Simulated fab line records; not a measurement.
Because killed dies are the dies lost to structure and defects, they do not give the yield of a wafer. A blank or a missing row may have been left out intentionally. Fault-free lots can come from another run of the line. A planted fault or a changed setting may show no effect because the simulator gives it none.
What tool caused it? | flow sky130 | 13 lots, 39 wafers sampled, at 4 steps of a route of 708

== WHAT EACH GAUGE READ, for each wafer ==
SKY_VIA3_CD_MEAS_12: the cd target is 200 nm.
lot  | measured     | on       | cdNm (nm)
L682 | day 40 14:13 | cdSem-02 | 200.9 202.0 201.7
L683 | day 40 18:22 | cdSem-02 | 198.8 200.5 200.8
L686 | day 41 15:42 | cdSem-02 | 198.2 197.8 197.5
L688 | day 42 06:28 | cdSem-01 | 203.6 201.2 201.0
L692 | day 43 12:31 | cdSem-02 | 201.7 201.3 201.0
L693 | day 43 21:43 | cdSem-01 | 202.4 202.0 201.2
L695 | day 44 06:21 | cdSem-01 | 199.6 199.9 200.3
L698 | day 44 21:10 | cdSem-02 | 199.6 199.7 198.4
L699 | day 45 11:43 | cdSem-01 | 197.1 196.9 196.4
L700 | day 45 12:18 | cdSem-01 | 197.6 197.7 197.9
L701 | day 45 17:04 | cdSem-02 | 200.2 201.1 199.9
L703 | day 46 10:10 | cdSem-02 | 201.5 201.3 202.4
L702 | day 46 15:10 | cdSem-02 | 200.0 199.9 198.9

SKY_VIA3_THK_MEAS_23: measures by xrf.
lot  | measured     | on           | VIA3_W_THK (nm)
L682 | day 40 15:23 | filmMetro-04 | 394 385 394
L683 | day 40 19:32 | filmMetro-03 | 394 392 395
L686 | day 41 16:52 | filmMetro-01 | 397 403 399
L688 | day 42 07:40 | filmMetro-01 | 397 402 394
L692 | day 43 13:41 | filmMetro-03 | 403 405 405
L693 | day 43 23:00 | filmMetro-01 | 403 403 399
L695 | day 44 07:31 | filmMetro-04 | 400 390 399
L698 | day 44 22:20 | filmMetro-04 | 391 395 389
L699 | day 45 12:53 | filmMetro-01 | 410 403 409
L700 | day 45 13:31 | filmMetro-03 | 405 396 399
L701 | day 45 18:14 | filmMetro-01 | 411 411 411
L703 | day 46 11:20 | filmMetro-01 | 403 402 406
L702 | day 46 16:20 | filmMetro-01 | 408 408 404

SKY_METAL4_OVL_MEAS_14.
lot  | measured     | on         | METAL4_OVL (nm)
L682 | day 42 16:20 | overlay-02 | -2 -16 -11
L683 | day 42 20:23 | overlay-02 | -4 -3 1
L686 | day 43 16:47 | overlay-02 | -2 5 1
L688 | day 44 07:24 | overlay-01 | -3 -3 -3
L692 | day 45 12:03 | overlay-01 | 2 3 4
L693 | day 45 19:05 | overlay-02 | 1 -5 -4
L695 | day 46 06:15 | overlay-02 | 12 7 3
L698 | day 46 19:13 | overlay-01 | -1 -7 -12
L699 | day 47 08:13 | overlay-02 | 3 2 9
L700 | day 47 09:34 | overlay-02 | -7 0 -9
L701 | day 47 13:03 | overlay-01 | -1 3 3
L703 | day 48 05:31 | overlay-02 | -8 -8 1
L702 | day 48 09:22 | overlay-01 | -7 -8 -11

== WHICH TOOL RAN EACH LOT (tool, then ch and the chambers of the sampled wafers, then the start) ==
lot  | SKY_CAP2M_STRIP_14
L682 | plasmaAsher-02 ch 0,1, day 41 15:47
L683 | plasmaAsher-02 ch 0,1, day 41 20:11
L686 | plasmaAsher-01 ch 0,1, day 42 17:10
L688 | plasmaAsher-02 ch 0, day 43 07:55
L692 | plasmaAsher-04 ch 0,1, day 44 12:59
L693 | plasmaAsher-04 ch 0,1, day 44 19:51
L695 | plasmaAsher-01 ch 0,1, day 45 08:30
L698 | plasmaAsher-04 ch 0,1, day 45 21:19
L699 | plasmaAsher-02 ch 0,1, day 46 11:02
L700 | plasmaAsher-02 ch 0,1, day 46 12:18
L701 | plasmaAsher-02 ch 0,1, day 46 16:10
L703 | plasmaAsher-04 ch 0,1, day 47 08:29
L702 | plasmaAsher-02 ch 0,1, day 47 13:22
- SKY_CAP2M_STRIP_14: strips in O2/N2.

== WHAT THE TOOLS THEMSELVES READ (means of the sampled wafers that have a number; where no wafer has one, the mark that the record gives instead) ==
SKY_CAP2M_STRIP_14.
lot  | tool           | drypumpMotorCurrentA (A) | o2FlowSccm (sccm) | oesProductAu (a.u.) | stripTimeToEndpointS (s)
L682 | plasmaAsher-02 | 5.7                      | 2998              | 0.704               | 12.70
L683 | plasmaAsher-02 | 5.3                      | 2399              | 0.702               | 12.80
L686 | plasmaAsher-01 | 6.3                      | 2997              | 0.707               | 12.65
L688 | plasmaAsher-02 | 5.0                      | 2403              | 0.701               | 12.82
L692 | plasmaAsher-04 | 6.1                      | 3006              | 0.711               | 12.67
L693 | plasmaAsher-04 | 6.3                      | 2996              | 0.710               | 12.67
L695 | plasmaAsher-01 | 6.4                      | 2995              | 0.710               | 12.64
L698 | plasmaAsher-04 | 6.1                      | 3002              | 0.709               | 12.66
L699 | plasmaAsher-02 | 5.7                      | 3007              | 0.709               | 12.62
L700 | plasmaAsher-02 | 5.4                      | 2991              | 0.711               | 12.65
L701 | plasmaAsher-02 | 5.4                      | 3005              | 0.712               | 12.70
L703 | plasmaAsher-04 | 6.1                      | 2995              | 0.707               | 12.71
L702 | plasmaAsher-02 | 5.3                      | 3013              | 0.706               | 12.68

== THE ANSWER, worked out from the rows above alone ==
Rule: what is usual is taken from the lots themselves. The widest of any qualifying gaps counts: lots, ordered by their means at a reading, are off when they make up no more than a third of the lots, leave a main group of 4 or more, and stand apart from it by 3 or more times the standard deviation of that group's means. If all means in a main group match to the digits the tables above print for the reading, that group is not used. A lot without any number at a reading at which 4 lots or more have one is off too. Any other lot the step has rows for is counted as sound. The gauges are gone through in route order, then the tools' own readings, and for those a lot's mean is taken as printed above. The first step at which some lot is off is used, and at that step the reading that is off furthest; a lot without a number counts as furthest.
Off at SKY_CAP2M_STRIP_14 (o2FlowSccm): L683, L688. Main group: mean 3000 sccm, sd 6.3.
If a tool, at that step or one of the process steps before it, ran each lot that is off and ran no sound lot following the first of them, it fits. Of those tried, none fits.

== WHAT WAS PUT IN BY THE SIMULATOR ==
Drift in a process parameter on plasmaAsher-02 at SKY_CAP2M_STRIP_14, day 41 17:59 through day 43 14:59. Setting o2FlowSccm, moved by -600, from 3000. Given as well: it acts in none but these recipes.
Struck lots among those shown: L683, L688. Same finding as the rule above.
